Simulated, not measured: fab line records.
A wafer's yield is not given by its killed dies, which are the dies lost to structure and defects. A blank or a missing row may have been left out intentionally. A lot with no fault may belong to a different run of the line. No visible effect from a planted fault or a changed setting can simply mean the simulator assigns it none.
The tool behind it: which one? || flow sky130 || Sampling: 13 lots, 39 wafers, 5 of 708 route steps

## WHAT THE GAUGES READ, wafer by wafer
The record lacks any reading of a measuring or inspecting step that a usual standard deviation could be used to judge.

## WHAT TOOL EACH LOT RAN ON (gives the tool, then ch and the chambers of the sampled wafers, and finally the start)
{"lot": "L280", "SKY_LI_CONTACT_SPUTTER_19": "pvd sputter-02, day 29 15:31", "SKY_METAL5_SPUTTER_03": "pvd sputter-01, day 43 06:13", "SKY_PASSIVATION_CVD_00": "pecvd-04 ch 0,1,2, day 44 05:08", "SKY_PAD_OPEN_STRIP_08": "plasma asher-01 ch 0,1, day 46 00:50", "SKY_PAD_OPEN_PROBE_99": "-"}
{"lot": "L281", "SKY_LI_CONTACT_SPUTTER_19": "pvd sputter-02, day 30 06:40", "SKY_METAL5_SPUTTER_03": "pvd sputter-02, day 43 19:38", "SKY_PASSIVATION_CVD_00": "pecvd-02 ch 0,1,2, day 44 18:05", "SKY_PAD_OPEN_STRIP_08": "plasma asher-01 ch 0,1, day 46 13:38", "SKY_PAD_OPEN_PROBE_99": "-"}
{"lot": "L284", "SKY_LI_CONTACT_SPUTTER_19": "pvd sputter-02, day 31 08:49", "SKY_METAL5_SPUTTER_03": "pvd sputter-03, day 44 14:55", "SKY_PASSIVATION_CVD_00": "pecvd-01 ch 0,1, day 45 12:59", "SKY_PAD_OPEN_STRIP_08": "plasma asher-01 ch 0,1, day 47 07:37", "SKY_PAD_OPEN_PROBE_99": "-"}
{"lot": "L285", "SKY_LI_CONTACT_SPUTTER_19": "pvd sputter-04, day 31 09:16", "SKY_METAL5_SPUTTER_03": "pvd sputter-03, day 44 17:23", "SKY_PASSIVATION_CVD_00": "pecvd-02 ch 0,1,2, day 45 15:50", "SKY_PAD_OPEN_STRIP_08": "plasma asher-03 ch 0,1, day 47 09:37", "SKY_PAD_OPEN_PROBE_99": "-"}
{"lot": "L286", "SKY_LI_CONTACT_SPUTTER_19": "pvd sputter-02, day 32 05:02", "SKY_METAL5_SPUTTER_03": "pvd sputter-01, day 45 08:58", "SKY_PASSIVATION_CVD_00": "pecvd-04 ch 0,1,2, day 46 07:47", "SKY_PAD_OPEN_STRIP_08": "plasma asher-03 ch 0,1, day 48 00:36", "SKY_PAD_OPEN_PROBE_99": "-"}
{"lot": "L287", "SKY_LI_CONTACT_SPUTTER_19": "pvd sputter-02, day 32 06:49", "SKY_METAL5_SPUTTER_03": "pvd sputter-03, day 45 10:47", "SKY_PASSIVATION_CVD_00": "pecvd-02 ch 0,1,2, day 46 09:17", "SKY_PAD_OPEN_STRIP_08": "plasma asher-02 ch 0,1, day 48 02:29", "SKY_PAD_OPEN_PROBE_99": "-"}
{"lot": "L291", "SKY_LI_CONTACT_SPUTTER_19": "pvd sputter-04, day 33 19:35", "SKY_METAL5_SPUTTER_03": "pvd sputter-01, day 46 13:53", "SKY_PASSIVATION_CVD_00": "pecvd-01 ch 0,1,2, day 47 10:58", "SKY_PAD_OPEN_STRIP_08": "plasma asher-02 ch 0,1, day 49 02:27", "SKY_PAD_OPEN_PROBE_99": "prober-01, day 49 04:56"}
{"lot": "L296", "SKY_LI_CONTACT_SPUTTER_19": "pvd sputter-02, day 34 16:31", "SKY_METAL5_SPUTTER_03": "pvd sputter-02, day 47 10:28", "SKY_PASSIVATION_CVD_00": "pecvd-02 ch 1,2, day 48 07:14", "SKY_PAD_OPEN_STRIP_08": "plasma asher-02 ch 0,1, day 49 21:01", "SKY_PAD_OPEN_PROBE_99": "-"}
{"lot": "L299", "SKY_LI_CONTACT_SPUTTER_19": "pvd sputter-02, day 35 14:16", "SKY_METAL5_SPUTTER_03": "pvd sputter-02, day 48 01:23", "SKY_PASSIVATION_CVD_00": "pecvd-02 ch 0,2, day 48 21:47", "SKY_PAD_OPEN_STRIP_08": "plasma asher-02 ch 1, day 50 09:04", "SKY_PAD_OPEN_PROBE_99": "prober-02, day 50 11:20"}
{"lot": "L300", "SKY_LI_CONTACT_SPUTTER_19": "pvd sputter-02, day 35 22:50", "SKY_METAL5_SPUTTER_03": "pvd sputter-01, day 48 07:02", "SKY_PASSIVATION_CVD_00": "pecvd-04 ch 0,1,2, day 49 03:25", "SKY_PAD_OPEN_STRIP_08": "plasma asher-01 ch 0,1, day 50 13:52", "SKY_PAD_OPEN_PROBE_99": "-"}
{"lot": "L302", "SKY_LI_CONTACT_SPUTTER_19": "pvd sputter-02, day 36 02:09", "SKY_METAL5_SPUTTER_03": "pvd sputter-01, day 48 08:17", "SKY_PASSIVATION_CVD_00": "pecvd-04 ch 0,2, day 49 04:21", "SKY_PAD_OPEN_STRIP_08": "plasma asher-03 ch 0,1, day 50 14:46", "SKY_PAD_OPEN_PROBE_99": "-"}
{"lot": "L301", "SKY_LI_CONTACT_SPUTTER_19": "pvd sputter-02, day 36 04:23", "SKY_METAL5_SPUTTER_03": "pvd sputter-02, day 48 10:41", "SKY_PASSIVATION_CVD_00": "pecvd-02 ch 0,1, day 49 06:08", "SKY_PAD_OPEN_STRIP_08": "plasma asher-02 ch 0,1, day 50 15:29", "SKY_PAD_OPEN_PROBE_99": "-"}
{"lot": "L303", "SKY_LI_CONTACT_SPUTTER_19": "pvd sputter-01, day 36 21:10", "SKY_METAL5_SPUTTER_03": "pvd sputter-03, day 48 23:36", "SKY_PASSIVATION_CVD_00": "pecvd-04 ch 0,1,2, day 49 18:36", "SKY_PAD_OPEN_STRIP_08": "plasma asher-01 ch 0,1, day 51 02:43", "SKY_PAD_OPEN_PROBE_99": "-"}
- SKY_LI_CONTACT_SPUTTER_19: material Ti, target thk 20 nm, time 106.37 s.
- SKY_METAL5_SPUTTER_03: material Ti, target thk 5 nm, time 3.3 s.
- SKY_PASSIVATION_CVD_00: deposits SiO2, target thk 90 nm.
- SKY_PAD_OPEN_STRIP_08: strips in O2/N2.
- SKY_PAD_OPEN_PROBE_99

## WHAT THE TOOLS THEMSELVES READ (means of the sampled wafers that have a number; where no wafer has one, the mark that the record gives instead)
SKY_LI_CONTACT_SPUTTER_19. Usual: cathode dc power W 2500.1 W, standard deviation 0.42; throttle valve pct 29.9 %, standard deviation 0.66.
{"lot": "L280", "tool": "pvd sputter-02", "cathode dc power W (W)": 2500.0, "throttle valve pct (%)": 29.5, "flag": ""}
{"lot": "L281", "tool": "pvd sputter-02", "cathode dc power W (W)": 2500.2, "throttle valve pct (%)": 29.6, "flag": ""}
{"lot": "L284", "tool": "pvd sputter-02", "cathode dc power W (W)": 2500.2, "throttle valve pct (%)": 29.7, "flag": ""}
{"lot": "L285", "tool": "pvd sputter-04", "cathode dc power W (W)": 2500.3, "throttle valve pct (%)": 29.7, "flag": ""}
{"lot": "L286", "tool": "pvd sputter-02", "cathode dc power W (W)": 2500.1, "throttle valve pct (%)": 29.3, "flag": ""}
{"lot": "L287", "tool": "pvd sputter-02", "cathode dc power W (W)": 2499.9, "throttle valve pct (%)": 30.2, "flag": ""}
{"lot": "L291", "tool": "pvd sputter-04", "cathode dc power W (W)": 2499.8, "throttle valve pct (%)": 30.2, "flag": ""}
{"lot": "L296", "tool": "pvd sputter-02", "cathode dc power W (W)": 2500.4, "throttle valve pct (%)": 30.3, "flag": ""}
{"lot": "L299", "tool": "pvd sputter-02", "cathode dc power W (W)": 2499.8, "throttle valve pct (%)": 30.1, "flag": ""}
{"lot": "L300", "tool": "pvd sputter-02", "cathode dc power W (W)": 2500.1, "throttle valve pct (%)": 30.2, "flag": ""}
{"lot": "L302", "tool": "pvd sputter-02", "cathode dc power W (W)": 2499.9, "throttle valve pct (%)": 30.1, "flag": ""}
{"lot": "L301", "tool": "pvd sputter-02", "cathode dc power W (W)": 2499.7, "throttle valve pct (%)": 29.9, "flag": ""}
{"lot": "L303", "tool": "pvd sputter-01", "cathode dc power W (W)": 2500.0, "throttle valve pct (%)": 30.0, "flag": ""}

SKY_METAL5_SPUTTER_03. Usual: cathode dc power W 3000.0 W, standard deviation 0.59; throttle valve pct 30.2 %, standard deviation 0.71.
{"lot": "L280", "tool": "pvd sputter-01", "cathode dc power W (W)": 3000.2, "throttle valve pct (%)": 30.3, "flag": ""}
{"lot": "L281", "tool": "pvd sputter-02", "cathode dc power W (W)": 2999.6, "throttle valve pct (%)": 29.9, "flag": ""}
{"lot": "L284", "tool": "pvd sputter-03", "cathode dc power W (W)": 3000.3, "throttle valve pct (%)": 30.7, "flag": ""}
{"lot": "L285", "tool": "pvd sputter-03", "cathode dc power W (W)": 2999.9, "throttle valve pct (%)": 31.1, "flag": ""}
{"lot": "L286", "tool": "pvd sputter-01", "cathode dc power W (W)": 3000.0, "throttle valve pct (%)": 30.1, "flag": ""}
{"lot": "L287", "tool": "pvd sputter-03", "cathode dc power W (W)": 3000.4, "throttle valve pct (%)": 31.0, "flag": ""}
{"lot": "L291", "tool": "pvd sputter-01", "cathode dc power W (W)": 2999.5, "throttle valve pct (%)": 30.4, "flag": ""}
{"lot": "L296", "tool": "pvd sputter-02", "cathode dc power W (W)": 2999.7, "throttle valve pct (%)": 29.1, "flag": ""}
{"lot": "L299", "tool": "pvd sputter-02", "cathode dc power W (W)": 3000.0, "throttle valve pct (%)": 29.8, "flag": ""}
{"lot": "L300", "tool": "pvd sputter-01", "cathode dc power W (W)": 3000.2, "throttle valve pct (%)": 30.6, "flag": ""}
{"lot": "L302", "tool": "pvd sputter-01", "cathode dc power W (W)": 2999.9, "throttle valve pct (%)": 29.8, "flag": ""}
{"lot": "L301", "tool": "pvd sputter-02", "cathode dc power W (W)": 3000.1, "throttle valve pct (%)": 29.8, "flag": ""}
{"lot": "L303", "tool": "pvd sputter-03", "cathode dc power W (W)": 3000.4, "throttle valve pct (%)": 30.6, "flag": ""}

SKY_PASSIVATION_CVD_00. Usual: heater power w 626 W, standard deviation 98.
{"lot": "L280", "tool": "pecvd-04", "heater power w (W)": 625, "flag": ""}
{"lot": "L281", "tool": "pecvd-02", "heater power w (W)": 629, "flag": ""}
{"lot": "L284", "tool": "pecvd-01", "heater power w (W)": 662, "flag": ""}
{"lot": "L285", "tool": "pecvd-02", "heater power w (W)": 658, "flag": ""}
{"lot": "L286", "tool": "pecvd-04", "heater power w (W)": 681, "flag": ""}
{"lot": "L287", "tool": "pecvd-02", "heater power w (W)": 604, "flag": ""}
{"lot": "L291", "tool": "pecvd-01", "heater power w (W)": 681, "flag": ""}
{"lot": "L296", "tool": "pecvd-02", "heater power w (W)": 743, "flag": ""}
{"lot": "L299", "tool": "pecvd-02", "heater power w (W)": 540, "flag": ""}
{"lot": "L300", "tool": "pecvd-04", "heater power w (W)": 609, "flag": ""}
{"lot": "L302", "tool": "pecvd-04", "heater power w (W)": 588, "flag": ""}
{"lot": "L301", "tool": "pecvd-02", "heater power w (W)": 576, "flag": ""}
{"lot": "L303", "tool": "pecvd-04", "heater power w (W)": 678, "flag": ""}

SKY_PAD_OPEN_STRIP_08. Usual: drypump motor current A 5.5 A, standard deviation 0.4; oes product au 0.663 a.u., standard deviation 0.0048; strip time to endpoint s 37.05 s, standard deviation 0.1.
{"lot": "L280", "tool": "plasma asher-01", "drypump motor current A (A)": 5.4, "oes product au (a.u.)": 0.661, "strip time to endpoint s (s)": 37.02, "flag": ""}
{"lot": "L281", "tool": "plasma asher-01", "drypump motor current A (A)": 5.3, "oes product au (a.u.)": 0.659, "strip time to endpoint s (s)": 37.09, "flag": ""}
{"lot": "L284", "tool": "plasma asher-01", "drypump motor current A (A)": 5.4, "oes product au (a.u.)": 0.664, "strip time to endpoint s (s)": 37.13, "flag": ""}
{"lot": "L285", "tool": "plasma asher-03", "drypump motor current A (A)": 5.3, "oes product au (a.u.)": 0.660, "strip time to endpoint s (s)": 37.03, "flag": ""}
{"lot": "L286", "tool": "plasma asher-03", "drypump motor current A (A)": 5.4, "oes product au (a.u.)": 0.669, "strip time to endpoint s (s)": 37.14, "flag": ""}
{"lot": "L287", "tool": "plasma asher-02", "drypump motor current A (A)": 5.7, "oes product au (a.u.)": 0.659, "strip time to endpoint s (s)": 37.02, "flag": ""}
{"lot": "L291", "tool": "plasma asher-02", "drypump motor current A (A)": 5.7, "oes product au (a.u.)": 0.662, "strip time to endpoint s (s)": 37.04, "flag": ""}
{"lot": "L296", "tool": "plasma asher-02", "drypump motor current A (A)": 6.1, "oes product au (a.u.)": 0.665, "strip time to endpoint s (s)": 36.94, "flag": ""}
{"lot": "L299", "tool": "plasma asher-02", "drypump motor current A (A)": 5.4, "oes product au (a.u.)": 0.667, "strip time to endpoint s (s)": 36.91, "flag": ""}
{"lot": "L300", "tool": "plasma asher-01", "drypump motor current A (A)": 5.4, "oes product au (a.u.)": 0.656, "strip time to endpoint s (s)": 37.11, "flag": ""}
{"lot": "L302", "tool": "plasma asher-03", "drypump motor current A (A)": 5.4, "oes product au (a.u.)": 0.664, "strip time to endpoint s (s)": 37.14, "flag": ""}
{"lot": "L301", "tool": "plasma asher-02", "drypump motor current A (A)": 5.7, "oes product au (a.u.)": 0.666, "strip time to endpoint s (s)": 36.99, "flag": ""}
{"lot": "L303", "tool": "plasma asher-01", "drypump motor current A (A)": 5.3, "oes product au (a.u.)": 0.662, "strip time to endpoint s (s)": 37.02, "flag": ""}

SKY_PAD_OPEN_PROBE_99. Usual: killed_at_M0_to_M3 43, standard deviation 7.4; killed_at_M4_up 3.3, standard deviation 2; killed at contacts 24, standard deviation 5.4; killed at front end 16, standard deviation 4.2; killed at other 0.3, standard deviation 0.61; killed dies 87, standard deviation 9.4; killed open 47, standard deviation 7.3; killed short 40, standard deviation 6.7.
{"lot": "L291", "tool": "prober-01", "killed_at_M0_to_M3": 40, "killed_at_M4_up": 4.3, "killed at contacts": 44, "killed at front end": 13, "killed at other": 0.0, "killed dies": 101, "killed open": 50, "killed short": 36, "flag": "OFF"}
{"lot": "L299", "tool": "prober-02", "killed_at_M0_to_M3": 36, "killed_at_M4_up": 1.7, "killed at contacts": 26, "killed at front end": 17, "killed at other": 0.0, "killed dies": 81, "killed open": 48, "killed short": 31, "flag": ""}

## THE ANSWER, worked out from the rows above alone
Rule: a lot is off if the mean of its wafers that have a number lies more than 3 standard deviations from the usual mean. Also off: a lot with no number at a reading for which 4 or more lots have one. All remaining lots with rows at the step are treated as sound. Order of review: gauges by route order, followed by the tools' own readings, for which a lot's mean as printed above is used. At the first step where some lot is off, the reading lying furthest off is the one used; lots without a number count as furthest.
Off at SKY_PAD_OPEN_PROBE_99 (killed at contacts): L291. Neither off nor sound, because the step has no rows for them: L280, L281, L284, L285, L286, L287, L296, L300, L302, L301, L303.
A tool fits if, at that step or a process step before it, it ran every lot that is off, and no sound lot after the first of them. Can't be told from this: 4 tools fit, pvd sputter-04 at SKY_LI_CONTACT_SPUTTER_19, pvd sputter-01 at SKY_METAL5_SPUTTER_03, pecvd-01 at SKY_PASSIVATION_CVD_00, prober-01 at SKY_PAD_OPEN_PROBE_99.

## WHAT THE SIMULATOR PUT IN
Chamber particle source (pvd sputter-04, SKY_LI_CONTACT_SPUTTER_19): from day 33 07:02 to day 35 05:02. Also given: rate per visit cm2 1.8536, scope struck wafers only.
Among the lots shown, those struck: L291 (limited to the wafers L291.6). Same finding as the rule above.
